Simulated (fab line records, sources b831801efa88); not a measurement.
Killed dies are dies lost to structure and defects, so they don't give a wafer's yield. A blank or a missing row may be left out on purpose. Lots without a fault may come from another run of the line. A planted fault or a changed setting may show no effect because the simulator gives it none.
Chamber matching | flow gf180mcu | GF_V1_CMP_26 on cmp-01: 4 sister chambers
The step polishes, stops on SiO2, t overpolish 15 s, target thk 0 nm. 8 wafers are shown with their chamber, then 7 later ones without.

WAFERS WITH THEIR CHAMBER
wafer  | chamber | motor_current_A (A) | time_to_endpoint_s (s)
L833.4 | 0       | 11.9                | 75
L839.1 | 0       | 12.1                | 74
L839.6 | 2       | 12.0                | 74
L844.1 | 2       | 10.8                | 74
L844.2 | 1       | 8.9                 | 85
L844.5 | 3       | 12.3                | 76
L848.3 | 3       | 12.8                | 80
L848.5 | 1       | 8.8                 | 87

WAFERS WITHOUT THEIR CHAMBER
wafer  | motor_current_A (A) | time_to_endpoint_s (s)
L848.6 | 11.4                | 80
L850.2 | 12.5                | 80
L850.3 | 9.0                 | 84
L850.6 | 11.2                | 78
L851.3 | 11.4                | 81
L851.4 | 12.0                | 81
L851.6 | 11.7                | 79

WHICH CHAMBER EACH WENT THROUGH
wafer  | from the rows above          | in truth
L848.6 | can't be placed: 3 or 0 or 2 | 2
L850.2 | 3                            | 3
L850.3 | 1                            | 1
L850.6 | can't be placed: 2 or 0 or 3 | 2
L851.3 | can't be placed: 3 or 0 or 2 | 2
L851.4 | can't be placed: 3 or 0      | 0
L851.6 | can't be placed: 3 or 0 or 2 | 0
Placed correctly: 2 of 7. Can't be placed from these rows: 5 (the true chamber is among the candidates in 5). Placed wrongly: 0.
How it was worked out, from the rows above alone: a wafer's distance from a chamber is the root of the sum, over the readings, of the square of ((its reading less the chamber's mean) divided by the reading's scatter). The wafer belongs to the nearest chamber; if the next one is less than 2 further off, it can't be placed. A chamber's mean is the mean of its shown wafers. The scatter: the root of (the sum of the squares of (reading less its chamber's mean) over the shown wafers, divided by (wafers less chambers)).
